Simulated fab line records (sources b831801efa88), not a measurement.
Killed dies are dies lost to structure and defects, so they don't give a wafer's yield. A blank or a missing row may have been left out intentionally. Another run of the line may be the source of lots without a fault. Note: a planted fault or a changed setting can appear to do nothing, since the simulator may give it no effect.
Which tool is to blame? ; flow gf180mcu ; 6 lots, 18 wafers sampled, at 2 steps of a route of 602

## WHAT EACH GAUGE READ, for each wafer
GF_POLY_GATE_THK_MEAS_01.
lot;measured;on;POLY_GATE_CVD_00_THK (nm)
L164;day 10 04:59;film-metro-04;201.3 200.3 199.9
L167;day 10 19:23;film-metro-02;198.2 199.8 200.0
L171;day 12 03:33;film-metro-03;199.5 199.8 200.5
L176;day 13 10:41;film-metro-02;200.0 198.6 197.7
L178;day 14 06:07;film-metro-02;138.9 137.6 139.7 138.9 137.5 139.6
L181;day 15 00:10;film-metro-03;198.7 196.0 198.0

## EACH LOT AND THE TOOL THAT RAN IT (in order: tool; ch and the chambers of the sampled wafers; start)
lot;GF_POLY_GATE_CVD_00
L164;lpcvd-02 ch 1, day 10 03:40
L167;lpcvd-01 ch 1, day 10 18:01
L171;lpcvd-02 ch 0, day 12 02:12
L176;lpcvd-01 ch 0, day 13 09:22
L178;lpcvd-02 ch 1, day 14 04:46
L181;lpcvd-01 ch 0, day 14 22:50
- GF_POLY_GATE_CVD_00: deposits poly-Si, target thk 200 nm, time 1200 s.

## THE ANSWER, worked out from the rows above alone
Rule: usual is defined by the lots themselves. Put in order of their means at a reading, lots are off if they are a third of the lots or fewer, leave a main group of 4 or more, and stand apart from it by a gap of 3 or more times the standard deviation of the main group's means; of several such gaps the widest counts. The tables above print the reading to a certain number of digits; a main group whose means all agree to those digits is not used. Also off: a lot with no number at a reading for which 4 or more lots have one. Where the step has rows for the other lots, those lots are counted as sound.
Off: L178, seen at GF_POLY_GATE_THK_MEAS_01 (POLY_GATE_CVD_00_THK). Main group: mean 199.2 nm, sd 1.
A tool fits if, at a process step before that reading, it ran every lot that is off, and no sound lot after the first of them. The gauges at GF_POLY_GATE_THK_MEAS_01 are tried like those tools. Can't be told from this: 2 tools fit, lpcvd-02 at GF_POLY_GATE_CVD_00, film-metro-02 at GF_POLY_GATE_THK_MEAS_01.

## WHAT WAS PUT IN BY THE SIMULATOR
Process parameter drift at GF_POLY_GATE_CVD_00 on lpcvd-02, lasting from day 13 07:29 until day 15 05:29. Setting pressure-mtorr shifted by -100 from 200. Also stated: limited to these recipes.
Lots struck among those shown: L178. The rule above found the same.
